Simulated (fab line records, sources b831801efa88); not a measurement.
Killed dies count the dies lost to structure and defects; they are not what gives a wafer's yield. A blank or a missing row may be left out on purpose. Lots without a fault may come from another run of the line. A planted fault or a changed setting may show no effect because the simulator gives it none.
Check of tool commonality	flow gf180mcu	Sample size 11 lots and 33 wafers

REASON FOR OPENING
GF_STI_THK_MEAS_30, reading STI_OXIDATION_02_THK: flagged on 2 of 11 lots. Fault-free wafers read 10.09 nm, with a standard deviation of 0.19.
Rule: a lot gets a flag if all its wafers with a number sit over 4 standard deviations from that mean, or if no wafer of it has a number. The rest of the lots are taken to be sound.

lot	measured	on	STI_OXIDATION_02_THK (nm), wafer by wafer	flag
L848	day 2 07:34	film metro-04	9.89 9.74 9.86	
L849	day 2 11:50	film metro-01	9.94 10.13 9.86	
L850	day 2 17:08	film metro-02	10.06 10.32 10.22	
L851	day 3 03:03	film metro-02	9.96 9.86 10.10	
L854	day 3 16:47	film metro-02	14.80 14.64 14.80	FLAGGED
L855	day 3 21:31	film metro-01	10.18 10.26 10.07	
L857	day 4 04:19	film metro-02	14.91 15.01 14.86	FLAGGED
L868	day 6 12:17	film metro-02	10.02 10.16 10.02	
L869	day 6 18:19	film metro-02	10.21 10.07 10.11	
L870	day 6 23:40	film metro-01	9.87 9.79 9.72	
L871	day 7 04:14	film metro-04	10.27 10.29 10.29	
Average over the flagged lots: 14.84 nm; offset from the usual +4.75 nm, equal to +25 standard deviations.

WHICH TOOL RAN EACH LOT
The record holds 1 process step before the reading, out of a route of 602 steps. Read each cell as the tool, then ch plus the chambers that the sampled wafers visited, then the start.
lot	flag	GF_STI_OXIDATION_29
L848		furnace-02 ch 0, day 2 06:10
L849		furnace-01 ch 0, day 2 10:25
L850		furnace-02 ch 0, day 2 15:45
L851		furnace-01 ch 0, day 3 01:38
L854	FLAGGED	furnace-01 ch 0, day 3 15:23
L855		furnace-02 ch 0, day 3 20:08
L857	FLAGGED	furnace-01 ch 0, day 4 02:55
L868		furnace-01 ch 0, day 6 10:54
L869		furnace-02 ch 0, day 6 16:55
L870		furnace-01 ch 0, day 6 22:15
L871		furnace-02 ch 0, day 7 02:49
These steps, and what they do:
- GF_STI_OXIDATION_29: stabilise 600 s, purge 300 s, target thk 10 nm.
- GF_STI_THK_MEAS_30

FLAGGED OVER TOTAL, TOOL BY TOOL (the gauges that took the reading come last)
step	tool	lots run	flagged	share of the flagged lots	sound lots run after its first flagged lot
GF_STI_OXIDATION_29	furnace-01	6	2	all	2 (L868,L870)
GF_STI_OXIDATION_29	furnace-02	5	0	none	-
GF_STI_THK_MEAS_30	film metro-01	3	0	none	-
GF_STI_THK_MEAS_30	film metro-02	6	2	all	2 (L868,L869)
GF_STI_THK_MEAS_30	film metro-04	2	0	none	-

THE TABLE: WHAT IT ALLOWS
2 rows of the table ran every flagged lot: furnace-01 at GF_STI_OXIDATION_29, film metro-02 at GF_STI_THK_MEAS_30.
- furnace-01 at GF_STI_OXIDATION_29 ran 6 lots, 2 of them flagged. Lots that were sound ran on it after the first flagged one (L868, L870); a persistent fault on the entire tool would not allow that. Its own readings (spike tc bottom C, spike tc centre C, spike tc lower C, spike tc top C, spike tc upper C, zone power upper pct) fall more than 4 standard deviations out on all wafers of the flagged lots.
- film metro-02 at GF_STI_THK_MEAS_30 ran 6 lots, 2 of them flagged. Lots that were sound ran on it after the first flagged one (L868, L869); a persistent fault on the entire tool would not allow that.
Every row of the table either missed a flagged lot or ran a sound lot after the first.

WHAT HAD BEEN PUT IN BY THE SIMULATOR
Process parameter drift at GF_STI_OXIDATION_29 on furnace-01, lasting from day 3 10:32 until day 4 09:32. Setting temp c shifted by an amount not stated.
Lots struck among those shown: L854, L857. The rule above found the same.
